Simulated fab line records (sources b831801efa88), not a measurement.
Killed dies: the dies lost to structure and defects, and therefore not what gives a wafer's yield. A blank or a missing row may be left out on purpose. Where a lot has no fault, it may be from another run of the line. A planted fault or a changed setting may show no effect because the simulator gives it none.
Matching of chambers | flow sfqLine | 4 sister chambers for SFQ_TRILAYER_I0_VIA_ETCH_VIA_ETCH_034 on rieDiel-01
The step etches SiO2 in CHF3, stops on Nb, target depth 260 nm. 4 wafers are shown with their chamber, then 7 later ones without.

EACH WAFER AND ITS CHAMBER
wafer  | chamber | drypumpMotorCurrentA (A)
L922.1 | 0       | 4.8
L922.6 | 3       | 5.7
L923.3 | 1       | 5.8
L923.4 | 2       | 6.1

WAFERS MISSING THEIR CHAMBER
wafer  | drypumpMotorCurrentA (A)
L923.5 | 4.8
L924.1 | 5.9
L924.3 | 5.8
L924.6 | 4.8
L927.2 | 4.8
L927.5 | 4.8
L927.6 | 6.1

CHAMBER TAKEN BY EACH
wafer  | from the rows above | in truth
L923.5 | 0                   | 0
L924.1 | 1                   | 1
L924.3 | 1                   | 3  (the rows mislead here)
L924.6 | 0                   | 0
L927.2 | 0                   | 0
L927.5 | 0                   | 0
L927.6 | 2                   | 2
6 of 7 placed correctly. Not placeable from these rows: 0. 1 placed wrongly.
How it was worked out, from the rows above alone: a wafer's distance from a chamber is the root of the sum, over the readings, of the square of ((its reading less the chamber's mean) divided by the reading's scatter). If the next closest chamber is less than 2 further off than the closest, the wafer can't be placed; otherwise it belongs to the closest. For every chamber, the mean is computed from those of its wafers that are shown. The scatter: root of mean squared gap, hidden wafer to nearest shown wafer, with one shown wafer a chamber.
